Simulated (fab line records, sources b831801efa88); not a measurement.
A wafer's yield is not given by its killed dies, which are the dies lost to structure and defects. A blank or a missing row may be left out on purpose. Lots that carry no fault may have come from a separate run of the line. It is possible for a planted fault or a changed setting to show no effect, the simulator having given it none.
fab line records	flow sky130
record lots=5	wafers=15	lastDay=50
route steps=708 shown FIELD_ISO@6 PAD_OPEN@708
lots with no fault: from the same line, run without faults
startH: hours from the record's opening day to when the first of the lot's shown wafers began	waitH: how many hours have passed since the lot's step before this one	" same as the row above	L1.1+2: a row that stands for several wafers	- no value, or no start was given	* or withheld: withheld	< > ~ a bound
route shown NAME@n: names a module that has steps shown in the file, with the first one's number in the route	usual: mean/standard deviation taken from wafers without a fault	same: alike in all rows	chamber/n: place in a boat	sites: readings site by site	_std_site: the values' standard deviation	_edge_site: outer sites' mean less inner sites'	radiusMm: for every site, how far away it sits from the centre of the wafer	mask NAME#n: copy n	behind: the tool/chamber that last shaped the wafer	hold: why the lot was held/for how many hours/how that ended	device: whichever transistor did not switch (one of n, p or np)	end of line: the same wafers' tests at the end of the route	where a step has no rows: the recipe by itself	killed: the dies lost at the first sort to structure and to defects; this is not the yield of the wafer	map: dies across one wafer; x = killed, . = not, _ = none there
set.NAME: the run value of the setting; set.NAME@STEP: its run value at that earlier step	model.NAME: the simulator's own value behind a step, which no gauge read
a table for each step, a row for each wafer; lots at some steps of the route
services: the hour from which a tool's chamber was out of use, counted from the record's first day as startH (under 0 if before that day), plus the number of hours and why
## steps
# step SKY_FIELD_ISO_DEHYDRATE_05
# recipe tempC=200	timeS=60
# step SKY_FIELD_ISO_HMDS_06
# recipe primeTimeS=60	primeTempC=120
# step SKY_FIELD_ISO_COAT_07
# recipe resist=BARC	tempC=withheld	timeS=withheld	spinRpm=3000	resistThkNm=60
# step SKY_FIELD_ISO_COAT_08
# recipe resist=KrF-thick	spinRpm=3000	resistThkNm=450
# step SKY_FIELD_ISO_SOFTBAKE_09
# recipe tempC=100	timeS=90	resist=KrF-thick
# step SKY_FIELD_ISO_EXPOSE_10
# recipe maskId=FOM	na=0.68	sourceShape=annular	sigmaInner=0.4	sigmaOuter=0.8	targetCdNm=150	doseMj=28
# step SKY_FIELD_ISO_PEB_11
# recipe pebTempC=withheld	pebTimeS=withheld	resist=KrF-thick
# step SKY_FIELD_ISO_DEVELOP_12
# recipe developTimeS=60	resist=KrF-thick	devTempC=21
# step SKY_FIELD_ISO_CD_MEAS_13
# recipe targetCdNm=150
# usual cdNm=149.6/1.7
lot.wafer	tool	chamber	startH	waitH	cdNm
L621.1	cdSem-02	-	39.01	-	149.1
L621.3	"	-	"	"	147.6
L621.6	"	-	"	"	148.4
L633.1	cdSem-02	-	100.67	-	149.4
L633.2	"	-	"	"	151.2
L633.3	"	-	"	"	150.0
L634.2	cdSem-02	-	114.04	-	150.8
L634.5	"	-	"	"	151.4
L634.6	"	-	"	"	150.3
L639.2	cdSem-01	-	135.12	-	149.6
L639.5	"	-	"	"	150.6
L639.6	"	-	"	"	148.3
L640.2	cdSem-01	-	137.69	-	149.7
L640.4	"	-	"	"	150.2
L640.5	"	-	"	"	149.4
# step SKY_FIELD_ISO_ETCH_14
# recipe chemistry=N2/H2	target=BARC	ionEnergyEv=200	sourceW=500	biasW=100	pressureMtorr=30	n2FlowSccm=100	h2FlowSccm=200	stopOn=SiO2	timeS=45.9	targetDepthA=600
# usual drypumpMotorCurrentA=5.7/0.52	oesProductAu=0.855/0.0049	throttleValvePct=13.224/0.0087
lot.wafer	tool	chamber	startH	waitH	drypumpMotorCurrentA	oesProductAu	rfHoursCounterH	throttleValvePct
L621.1	rieDiel-04	1	39.13	0.1	5.7	0.843	127	13.234
L621.3	"	3	"	"	6.7	0.853	0	13.227
L621.6	"	0	"	"	4.9	0.856	-	13.215
L633.1	rieDiel-01	0	100.79	0.1	5.4	0.856	112	13.230
L633.2	"	1	"	"	6.0	0.859	148	13.226
L633.3	"	3	"	"	5.6	0.849	111	13.212
L634.2	rieDiel-04	3	114.14	0.1	6.6	0.855	2	13.219
L634.5	"	3	"	"	6.6	0.856	-	13.218
L634.6	"	1	"	"	5.7	0.860	-	13.238
L639.2	rieDiel-01	2	135.22	0.1	5.1	0.863	1	13.229
L639.5	"	2	"	"	5.2	0.851	-	13.209
L639.6	"	3	"	"	5.7	0.863	-	13.209
L640.2	rieDiel-01	3	137.79	0.1	5.6	0.849	112	13.222
L640.4	"	2	"	"	5.1	0.863	1	13.223
L640.5	"	1	"	"	5.9	0.860	-	13.234
# step SKY_FIELD_ISO_ETCH_15
# recipe chemistry=CHF3/O2	targetDepthNm=180	stopOn=Si	sourceW=600	biasW=200	pressureMtorr=40	chf3FlowSccm=50	O2_flow_sccm=5	timeS=72
# usual drypumpMotorCurrentA=5.7/0.53	oesProductAu=0.943/0.0062	throttleValvePct=8.843/0.0095
lot.wafer	tool	chamber	startH	waitH	drypumpMotorCurrentA	oesProductAu	rfHoursCounterH	throttleValvePct
L621.1	rieDiel-04	1	39.17	0.0	5.7	0.952	127	8.838
L621.3	"	3	"	"	6.7	0.948	0	8.837
L621.6	"	0	"	"	4.9	0.941	-	8.840
L633.1	rieDiel-01	0	100.84	0.0	5.4	0.942	112	8.852
L633.2	"	1	"	"	6.0	0.928	148	8.833
L633.3	"	3	"	"	5.6	0.947	111	8.848
L634.2	rieDiel-04	3	114.19	0.0	6.7	0.944	2	8.842
L634.5	"	3	"	"	6.7	0.956	-	8.840
L634.6	"	1	"	"	5.7	0.946	-	8.862
L639.2	rieDiel-01	2	135.26	0.0	5.1	0.943	1	8.836
L639.5	"	2	"	"	5.1	0.945	-	8.835
L639.6	"	3	"	"	5.6	0.959	-	8.858
L640.2	rieDiel-01	3	137.83	0.0	5.6	0.947	112	8.833
L640.4	"	2	"	"	5.1	0.942	1	8.831
L640.5	"	1	"	"	6.0	0.943	-	8.850
# step SKY_FIELD_ISO_STRIP_16
# recipe chemistry=O2/N2	powerW=1400	pressureMtorr=1500	platenTempC=withheld	o2FlowSccm=3000	n2FlowSccm=300	overashFraction=0.5
# usual drypumpMotorCurrentA=5.4/0.41	o2FlowSccm=3000/9	oesProductAu=0.377/0.0044	stripTimeToEndpointS=3.53/0.04
lot.wafer	tool	chamber	startH	waitH	drypumpMotorCurrentA	o2FlowSccm	oesProductAu	rfHoursCounterH	stripTimeToEndpointS
L621.1	plasmaAsher-01	0	39.23	0.0	5.4	2991	0.372	35	3.55
L621.3	"	1	"	"	5.3	2995	0.378	-	3.51
L621.6	"	1	"	"	5.3	3007	0.374	-	3.47
L633.1	plasmaAsher-02	1	100.89	0.0	4.7	3005	0.383	41	3.54
L633.2	"	0	"	"	5.7	3005	0.372	41	3.53
L633.3	"	1	"	"	4.7	3009	0.371	-	3.47
L634.2	plasmaAsher-04	1	114.24	0.0	5.8	2998	0.376	44	3.52
L634.5	"	0	"	"	5.9	2995	0.383	-	3.48
L634.6	"	1	"	"	5.8	2995	0.376	-	3.57
L639.2	plasmaAsher-01	0	135.32	0.0	5.4	2979	0.379	2	3.53
L639.5	"	1	"	"	5.3	3001	0.381	-	3.55
L639.6	"	0	"	"	5.4	2998	0.376	-	3.53
L640.2	plasmaAsher-02	0	137.89	0.0	5.7	3004	0.377	45	3.51
L640.4	"	1	"	"	4.7	3007	0.380	-	3.55
L640.5	"	1	"	"	4.7	2999	0.379	-	3.55
# step SKY_FIELD_ISO_ETCH_17
# recipe targetDepthA=3420	maskMaterial=Si3N4	chemistry=HBr/Cl2/O2	target=Si	taperDeg=5	icpW=600	biasW=150	pressureMtorr=15	HBr_flow_sccm=150	Cl2_flow_sccm=40	O2_flow_sccm=6	timeS=97.7
# usual drypumpMotorCurrentA=5.8/0.41	oesProductAu=0.998/0.0077	throttleValvePct=25.658/0.01
lot.wafer	tool	chamber	startH	waitH	drypumpMotorCurrentA	oesProductAu	rfHoursCounterH	throttleValvePct	model.FIELD_ISO.featureDepthNm	model.etch.depthNm	model.Si3N4_of_FIELD_ISO_CVD_03.thkNm
L621.1	rieSi-01	3	39.33	0.1	5.5	1.010	1	25.666	347.2	347.1	150.3
L621.3	"	1	"	"	5.6	0.994	151	25.663	338.8	338.8	150.6
L621.6	"	0	"	"	6.5	0.997	-	25.657	343.1	343.1	150.7
L633.1	rieSi-01	3	100.99	0.1	5.5	0.999	2	25.646	343.1	343.1	149.1
L633.2	"	2	"	"	5.6	1.001	126	25.655	341.6	341.6	148
L633.3	"	1	"	"	5.6	1.001	0	25.651	342.4	342.4	150.2
L634.2	rieSi-01	1	114.34	0.1	5.7	0.995	0	25.664	342.8	342.8	150.9
L634.5	"	0	"	"	6.5	0.996	-	25.656	336.7	336.7	151.9
L634.6	"	3	"	"	5.5	0.997	-	25.653	341.6	341.6	151.1
L639.2	rieSi-02	2	135.42	0.1	6.6	0.995	3	25.663	341	341	150.2
L639.5	"	2	"	"	6.6	0.994	-	25.683	339.9	339.9	152.3
L639.6	"	0	"	"	5.8	0.988	-	25.661	338.6	338.6	151.8
L640.2	rieSi-01	2	137.99	0.1	5.6	0.988	127	25.661	337.5	337.5	151.8
L640.4	"	0	"	"	6.5	1.126	27	25.568	410.3	410.3	146.2
L640.5	"	2	"	"	5.6	0.997	-	25.660	338.4	338.4	149.5
# step SKY_FIELD_ISO_WET_ETCH_18
# recipe chemistry=H3PO4	targetDepthNm=25	tempC=160	target=Si3N4	timeS=286
# step SKY_FIELD_ISO_CLEAN_19
# recipe chemistry=SC1/SC2	mix=1:4:20	tempC=70	timeS=150
# step SKY_FIELD_ISO_CLEAN_20
# recipe chemistry=dHF	timeS=20	dilution=100:1
# step SKY_FIELD_ISO_WET_ETCH_21
# recipe chemistry=dHF	dilution=100:1	targetDepthNm=20	dry=ipaMarangoni	target=SiO2	tempC=25	timeS=400
# step SKY_FIELD_ISO_OXIDATION_22
# recipe tempC=950	ambient=O2	stabiliseS=600	purgeS=300	targetThkA=100	oxTimeS=623
# step SKY_FIELD_ISO_THK_MEAS_23
# recipe reads=SiO2_of_FIELD_ISO_OXIDATION_22
# usual FIELD_ISO_OXIDATION_01_THK=9.88/0.19
lot.wafer	tool	chamber	startH	waitH	FIELD_ISO_OXIDATION_01_THK[nm]
L621.1	filmMetro-01	-	41.40	0.0	10.08
L621.3	"	-	"	"	10.05
L621.6	"	-	"	"	9.99
L633.1	filmMetro-04	-	105.35	0.0	10.01
L633.2	"	-	"	"	9.87
L633.3	"	-	"	"	9.74
L634.2	filmMetro-01	-	117.19	0.0	9.56
L634.5	"	-	"	"	9.78
L634.6	"	-	"	"	9.57
L639.2	filmMetro-02	-	137.41	0.0	9.71
L639.5	"	-	"	"	9.46
L639.6	"	-	"	"	9.65
L640.2	filmMetro-01	-	141.39	0.0	9.63
L640.4	"	-	"	"	9.94
L640.5	"	-	"	"	9.95
# step SKY_FIELD_ISO_CVD_24
# recipe material=SiO2	targetThkNm=595	tempC=650	sigmaOpenFrac=0.3	timeS=99.2	sih4FlowSccm=60	pressureMtorr=6
# step SKY_FIELD_ISO_THK_MEAS_25
# recipe reads=SiO2_of_FIELD_ISO_CVD_24
# usual FIELD_ISO_CVD_24_THK=592/5.1
lot.wafer	tool	chamber	startH	waitH	FIELD_ISO_CVD_24_THK[nm]
L621.1	filmMetro-01	-	41.53	0.0	600
L621.3	"	-	"	"	593
L621.6	"	-	"	"	597
L633.1	filmMetro-02	-	105.48	0.0	592
L633.2	"	-	"	"	591
L633.3	"	-	"	"	590
L634.2	filmMetro-02	-	117.33	0.0	590
L634.5	"	-	"	"	591
L634.6	"	-	"	"	590
L639.2	filmMetro-01	-	137.54	0.0	587
L639.5	"	-	"	"	595
L639.6	"	-	"	"	599
L640.2	filmMetro-04	-	141.52	0.0	596
L640.4	"	-	"	"	600
L640.5	"	-	"	"	595
# step SKY_FIELD_ISO_ANNEAL_26
# recipe tempC=1000	timeS=1800	ambient=N2
# step SKY_FIELD_ISO_CMP_27
# recipe stopOn=Si3N4	tOverpolishS=16	downForcePsi=4	platenRpm=60	targetThkNm=457.8	padVelocityMS=0.94248
# usual motorCurrentA=11.7/0.84	overpolishRunS=16.000/0.0083	timeToEndpointS=112/4.3
# same tOverpolishS=16
lot.wafer	tool	chamber	startH	waitH	motorCurrentA	overpolishRunS	timeToEndpointS
L621.3	cmp-02	0	44.62	0.2	11.0	16.008	108
L621.1	"	1	"	"	11.3	16.014	109
L621.6	"	2	"	"	11.3	16.012	109
L633.1	cmp-01	3	110.95	0.0	11.7	15.995	111
L633.3	"	1	"	"	11.5	15.994	111
L633.2	"	2	"	"	13.4	16.003	110
L634.2	cmp-02	3	119.58	0.1	11.0	15.999	111
L634.5	"	1	"	"	11.2	15.994	109
L634.6	"	2	"	"	11.5	16.006	106
L639.2	cmp-01	1	140.42	0.1	11.5	16.008	112
L639.6	"	2	"	"	13.1	16.007	113
L639.5	"	3	"	"	12.0	15.994	114
L640.4	cmp-01	3	144.39	0.0	12.3	15.998	112
L640.2	"	0	"	"	10.3	15.992	107
L640.5	"	3	"	"	12.6	16.001	117
# step SKY_FIELD_ISO_WET_ETCH_28
# recipe chemistry=dHF	targetDepthNm=23.7	target=SiO2	dilution=10:1	tempC=25	timeS=47
lot.wafer	tool	chamber	startH	waitH	model.Si3N4_of_FIELD_ISO_CVD_03.thkNm
L621.1	wetBench-03	2	44.82	0.1	119.7
L621.3	"	2	"	"	120.1
L621.6	"	2	"	"	120.2
L633.1	wetBench-02	0	111.25	0.2	118
L633.2	"	0	"	"	116.9
L633.3	"	0	"	"	119.2
L634.2	wetBench-03	2	119.78	0.1	120.1
L634.5	"	2	"	"	121.2
L634.6	"	2	"	"	120.3
L639.2	wetBench-03	1	140.57	0.1	119.7
L639.5	"	1	"	"	121.8
L639.6	"	1	"	"	121.3
L640.2	wetBench-01	1	144.69	0.2	120.7
L640.4	"	1	"	"	115.3
L640.5	"	1	"	"	118.6
# step SKY_FIELD_ISO_WET_ETCH_29
# recipe chemistry=H3PO4	targetDepthNm=160	target=Si3N4	tempC=160	timeS=1825
# step SKY_PAD_OPEN_PROBE_99
# usual killed_at_M0_to_M3=43/7.8	killed_at_M4_up=3.2/1.7	killedAtContacts=24/5.2	killedAtFrontEnd=15/4.5	killedAtOther=0.4/0.65	killedDies=87/9.1	killedOnRim=17/3.5	killedOpen=47/7.3	killedShort=40/6.5
# same grossDies=492	killedAtBackSide=0
lot.wafer	tool	chamber	startH	waitH	killed_at_M0_to_M3	killed_at_M4_up	killedAtContacts	killedAtFrontEnd	killedAtOther	killedDies	killedOnRim	killedOpen	killedShort	model.etest.res_p_drift_20v.lineOhmUm	model.etest.res_p_drift_20v.rsOhmSq	model.etest.pfet_16v.rOnOhmUm	model.etest.resIsoPwell.rsOhmSq	model.etest.resIsoPwell.lineOhmUm	model.etest.nfet_16v.rOnOhmUm	model.etest.resNwell.lineOhmUm	model.etest.resNwell.rsOhmSq
L621.1	prober-01	-	1082.38	0.1	48	3	28	16	0	95	18	56	38	1.129e+04	9255	1.564e+04	3452	1296	1.426e+04	1184	986.8
L621.3	prober-01	-	1082.48	0.2	40	3	29	22	1	95	15	57	37	1.072e+04	8949	1.54e+04	3249	1215	1.436e+04	1161	965.7
L621.6	prober-01	-	1082.63	0.2	38	4	20	9	0	71	17	36	34	1.096e+04	9156	1.543e+04	3339	1257	1.434e+04	1147	972.2
L633.1	prober-01	-	1162.29	0.1	48	2	15	15	1	81	13	40	41	1.22e+04	1.017e+04	1.506e+04	3164	1190	1.42e+04	1106	931.8
L633.2	prober-01	-	1162.34	0.1	55	3	23	13	0	94	13	57	37	1.196e+04	1.007e+04	1.491e+04	3155	1188	1.413e+04	1106	931
L633.3	prober-01	-	1162.39	0.2	52	4	24	12	0	92	14	59	33	1.228e+04	1.031e+04	1.486e+04	3230	1215	1.407e+04	1126	943.4
L634.2	prober-02	-	1163.58	0.1	45	4	25	18	0	92	15	51	41	1.119e+04	9236	1.519e+04	2768	1050	1.399e+04	1154	951.4
L634.5	prober-02	-	1163.73	0.2	39	2	21	15	0	77	14	41	36	1.081e+04	8900	1.491e+04	2676	1004	1.395e+04	1142	944.5
L634.6	prober-02	-	1163.78	0.2	60	3	16	15	0	94	16	42	52	1.115e+04	9120	1.508e+04	2734	1043	1.387e+04	1126	947
L639.2	prober-01	-	1192.71	0.1	28	0	21	9	3	61	9	32	26	1.1e+04	9279	1.543e+04	3260	1238	1.384e+04	1139	971.2
L639.5	prober-01	-	1192.86	0.2	45	4	26	14	0	89	13	41	48	1.09e+04	9284	1.536e+04	3279	1262	1.386e+04	1147	964.1
L639.6	prober-01	-	1192.91	0.2	56	2	16	10	0	84	13	42	42	1.084e+04	9096	1.534e+04	3256	1240	1.396e+04	1128	966
L640.2	prober-02	-	1192.89	0.1	49	2	26	9	2	88	15	38	49	1.155e+04	9557	1.501e+04	2698	1012	1.394e+04	1167	963.3
L640.4	prober-02	-	1192.99	0.2	30	3	27	13	2	75	13	37	38	2.438e+04	2.056e+04	1.955e+04	5286	1999	1.486e+04	1619	1356
L640.5	prober-02	-	1193.04	0.2	35	2	25	16	1	79	20	38	41	1.142e+04	9696	1.511e+04	2697	1013	1.418e+04	1192	965.4
# killed by level:class
L621.1 VIA1:geometricParticle:open=15 CONTACT:geometricParticle:open=11 FIELD_ISO:geometricParticle:open=8 CONTACT:geometricParticle:short=8 VIA3:geometricParticle:open=7 LI_CONTACT:geometricParticle:open=6 VIA1:geometricParticle:short=6 VIA2:geometricParticle:open=6
L621.3 CONTACT:geometricParticle:open=16 VIA1:geometricParticle:open=14 FIELD_ISO:geometricParticle:open=6 VIA2:geometricParticle:open=6 CONTACT:geometricParticle:short=5 FIELD_ISO:geometricParticle:short=4 POLY_GATE:geometricParticle:short=4 LOCAL_INTERCONNECT:geometricParticle:short=4
L621.6 VIA3:geometricParticle:open=9 CONTACT:geometricParticle:short=6 CONTACT:geometricParticle:open=5 METAL1:geometricParticle:short=5 VIA1:geometricParticle:open=5 METAL3:geometricParticle:short=5 LI_CONTACT:geometricParticle:open=4 VIA1:geometricParticle:short=4
L633.1 VIA1:geometricParticle:open=11 METAL1:geometricParticle:short=10 VIA2:geometricParticle:short=6 VIA3:geometricParticle:open=6 METAL2:geometricParticle:short=6 CONTACT:geometricParticle:open=5 FIELD_ISO:geometricParticle:short=4 POLY_GATE:geometricParticle:open=4
L633.2 VIA3:geometricParticle:open=12 VIA2:geometricParticle:open=11 VIA1:geometricParticle:open=9 CONTACT:geometricParticle:open=8 LI_CONTACT:geometricParticle:open=7 VIA1:geometricParticle:short=7 LOCAL_INTERCONNECT:geometricParticle:short=6 METAL2:geometricParticle:short=4
L633.3 CONTACT:geometricParticle:open=11 VIA1:geometricParticle:open=11 VIA2:geometricParticle:open=11 METAL2:geometricParticle:short=6 VIA3:geometricParticle:open=6 VIA1:geometricParticle:short=5 LI_CONTACT:geometricParticle:open=5 METAL1:geometricParticle:short=4
L634.2 VIA1:geometricParticle:open=13 CONTACT:geometricParticle:open=11 VIA1:geometricParticle:short=7 FIELD_ISO:geometricParticle:short=6 FIELD_ISO:geometricParticle:open=6 VIA2:geometricParticle:open=6 VIA3:geometricParticle:open=6 LI_CONTACT:geometricParticle:open=5
L634.5 LI_CONTACT:geometricParticle:open=8 VIA1:geometricParticle:open=7 FIELD_ISO:geometricParticle:open=5 CONTACT:geometricParticle:open=5 METAL2:geometricParticle:short=5 POLY_GATE:geometricParticle:short=4 LI_CONTACT:geometricParticle:short=4 VIA2:geometricParticle:open=4
L634.6 VIA1:geometricParticle:open=13 CONTACT:geometricParticle:open=10 VIA1:geometricParticle:short=9 METAL2:geometricParticle:short=9 VIA3:geometricParticle:open=6 VIA2:geometricParticle:open=6 FIELD_ISO:geometricParticle:short=5 POLY_GATE:geometricParticle:short=5
L639.2 CONTACT:geometricParticle:open=9 VIA1:geometricParticle:open=7 VIA2:geometricParticle:open=6 VIA3:geometricParticle:short=5 METAL2:geometricParticle:short=4 FIELD_ISO:geometricParticle:short=3 VIA1:geometricParticle:short=3 LI_CONTACT:geometricParticle:short=3
L639.5 CONTACT:geometricParticle:open=12 VIA1:geometricParticle:open=8 METAL2:geometricParticle:short=8 CONTACT:geometricParticle:short=7 METAL1:geometricParticle:short=7 FIELD_ISO:geometricParticle:short=5 LI_CONTACT:geometricParticle:open=5 VIA3:geometricParticle:short=5
L640.2 VIA1:geometricParticle:open=9 CONTACT:geometricParticle:open=8 METAL1:geometricParticle:short=7 METAL3:geometricParticle:short=7 LOCAL_INTERCONNECT:geometricParticle:short=6 VIA1:geometricParticle:short=6 LI_CONTACT:geometricParticle:open=5 CONTACT:geometricParticle:short=5
L639.6 VIA1:geometricParticle:open=11 VIA2:geometricParticle:short=9 VIA2:geometricParticle:open=9 VIA3:geometricParticle:open=6 POLY_GATE:geometricParticle:short=5 VIA1:geometricParticle:short=5 CONTACT:geometricParticle:short=5 CONTACT:geometricParticle:open=5
L640.4 VIA1:geometricParticle:open=9 CONTACT:geometricParticle:open=9 VIA3:geometricParticle:open=7 LI_CONTACT:geometricParticle:open=7 LOCAL_INTERCONNECT:geometricParticle:short=6 FIELD_ISO:geometricParticle:short=4 POLY_GATE:geometricParticle:short=4 METAL1:geometricParticle:short=4
L640.5 CONTACT:geometricParticle:short=9 LI_CONTACT:geometricParticle:open=8 VIA1:geometricParticle:open=6 POLY_GATE:geometricParticle:open=5 VIA3:geometricParticle:open=5 FIELD_ISO:geometricParticle:short=4 POLY_GATE:geometricParticle:short=4 CONTACT:geometricParticle:open=4
## services
tool	chamber	startH	hours	kind
plasmaAsher-01	-	21.22	6.9	repair
cmp-02	-	28.86	3.7	repair
rieDiel-04	2	38.02	30.8	repair
cmp-01	-	39.73	0.9	repair
wetBench-02	-	39.94	1.6	repair
rieSi-01	3	41.01	8.2	repair
cmp-01	-	43.58	3.2	pm
cmp-01	-	64.15	4.0	pm
plasmaAsher-01	-	80.62	2.5	repair
rieDiel-01	-	81.86	0.5	repair
rieDiel-01	2	83.22	-	clean
rieDiel-01	2	83.22	22.4	scheduledDown
wetBench-01	-	87.62	4.5	repair
rieDiel-01	3	94.84	1.7	repair
rieDiel-01	3	104.06	5.1	repair
plasmaAsher-01	-	108.75	9.0	pm
rieDiel-04	2	110.32	9.6	repair
rieDiel-01	0	119.28	1.3	repair
cmp-01	-	122.19	2.0	repair
rieSi-02	-	123.00	2.8	pm
rieSi-02	1	130.97	1.9	repair
rieSi-02	3	135.06	8.0	repair
rieDiel-04	1	139.46	22.5	repair
rieSi-02	-	140.68	1.1	repair
## key
firstSign step=SKY_FIELD_ISO_ETCH_17	reading=oesProductAu	direction=up	sigmas=17	usual=0.998	struck=1.126
effect step=SKY_FIELD_ISO_ETCH_17	reading=throttleValvePct	direction=down	sigmas=9	usual=25.658	struck=25.568
modelEffect step=SKY_FIELD_ISO_ETCH_17	value=FIELD_ISO.featureDepthNm	without=341.6	struck=410.3
modelEffect step=SKY_FIELD_ISO_WET_ETCH_28	value=Si3N4_of_FIELD_ISO_CVD_03.thkNm	without=118.3	struck=115.3
modelEffect step=SKY_PAD_OPEN_PROBE_99	value=etest.res_p_drift_20v.lineOhmUm	without=1.165e+04	struck=2.438e+04
metAt SKY_FIELD_ISO_ETCH_17
struckWafers L640.4
testerLeftOut L640
onsetBetween 114.34 137.99
fault kind=processParameterDrift	tool=rieSi-01	chamber=0	onsetH=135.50	steps=SKY_FIELD_ISO_ETCH_17	channel=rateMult	offset=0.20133	shape=step	endH=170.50
# testerLeftOut: of these lots the tester's yield and bins aren't shown, on N5 and GAA mostly nor the transistor test; their killed dies are dies lost to structure and defects alone, not to doping, threshold or leakage, so they don't give the yield
